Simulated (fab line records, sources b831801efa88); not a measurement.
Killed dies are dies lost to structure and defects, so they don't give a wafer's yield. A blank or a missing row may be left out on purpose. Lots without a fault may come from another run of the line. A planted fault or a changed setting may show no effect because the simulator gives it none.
Which tool did it? | flow gf180mcu | 14 lots, 42 wafers sampled, at 2 steps of a route of 602

WHAT THE GAUGES READ, wafer by wafer
GF_STI_THK_MEAS_22.
lot  | measured    | on            | STI_OXIDATION_01_THK (nm)
L393 | day 2 03:33 | film_metro-04 | 15.27 15.46 15.11
L394 | day 2 10:06 | film_metro-02 | 15.12 15.28 15.13
L396 | day 2 18:49 | film_metro-02 | 14.89 14.84 14.60
L397 | day 3 01:08 | film_metro-02 | 14.75 14.96 15.04
L398 | day 3 04:47 | film_metro-03 | 15.61 15.30 15.54
L400 | day 3 16:14 | film_metro-03 | 15.14 15.13 15.41
L401 | day 3 20:40 | film_metro-03 | 15.22 15.25 15.21
L402 | day 4 01:35 | film_metro-02 | 15.13 15.16 15.38
L403 | day 4 08:05 | film_metro-04 | 15.11 15.35 15.19
L404 | day 4 11:48 | film_metro-04 | 14.92 14.84 15.12
L413 | day 6 11:50 | film_metro-03 | 14.90 14.67 14.51
L414 | day 6 18:47 | film_metro-04 | 14.92 14.60 14.65
L415 | day 6 23:38 | film_metro-04 | 14.98 15.01 14.77
L416 | day 7 05:29 | film_metro-02 | 14.89 14.68 14.67

GF_NWELL_OVL_MEAS_07.
lot  | measured    | on         | NWELL_OVL (nm)
L393 | day 3 06:44 | overlay-01 | -0.3 2.0 0.0
L394 | day 3 15:01 | overlay-02 | -1.9 0.7 -2.2
L396 | day 3 23:17 | overlay-01 | 1.5 0.9 0.8
L397 | day 4 05:50 | overlay-01 | 0.9 -0.6 -0.7
L398 | day 4 10:37 | overlay-02 | 0.7 0.7 -1.3
L400 | day 4 22:14 | overlay-02 | 1.7 0.7 0.7
L401 | day 5 03:43 | overlay-02 | -0.5 -0.2 0.5
L402 | day 5 08:26 | overlay-02 | -0.4 1.8 1.8
L403 | day 5 15:09 | overlay-02 | -0.1 -0.4 0.1
L404 | day 5 18:46 | overlay-01 | -3.8 -1.1 -4.6
L413 | day 7 22:38 | overlay-01 | 0.7 1.1 -1.5
L414 | day 8 05:38 | overlay-01 | -0.5 3.2 0.6
L415 | day 8 11:02 | overlay-02 | 0.2 -1.2 -1.9
L416 | day 8 17:04 | overlay-01 | 0.9 0.7 0.1

WHICH TOOL RAN EACH LOT (tool, then ch and the chambers of the sampled wafers, then the start)
The record holds no process step before these readings.

WHAT THE TOOLS THEMSELVES READ (means of the sampled wafers that have a number; where no wafer has one, the mark that the record gives instead)
The record holds no such reading with a usual standard deviation.

THE ANSWER, worked out from the rows above alone
Rule: what is usual is taken from the lots themselves. Put in order of their means at a reading, lots are off if they are a third of the lots or fewer, leave a main group of 4 or more, and stand apart from it by a gap of 3 or more times the standard deviation of the main group's means; of several such gaps the widest counts. A main group whose means are all the same, to the digits that the tables above print for the reading, isn't used. A lot without any number at a reading at which 4 lots or more have one is off too. The other lots that the step has rows for count as sound. The gauges are gone through in route order, then the tools' own readings, and for those a lot's mean is taken as printed above. The first step at which some lot is off is used, and at that step the reading that is off furthest; a lot without a number counts as furthest.
No lot is off at any reading shown: from this, nothing can be told.

WHAT THE SIMULATOR HAD PUT IN
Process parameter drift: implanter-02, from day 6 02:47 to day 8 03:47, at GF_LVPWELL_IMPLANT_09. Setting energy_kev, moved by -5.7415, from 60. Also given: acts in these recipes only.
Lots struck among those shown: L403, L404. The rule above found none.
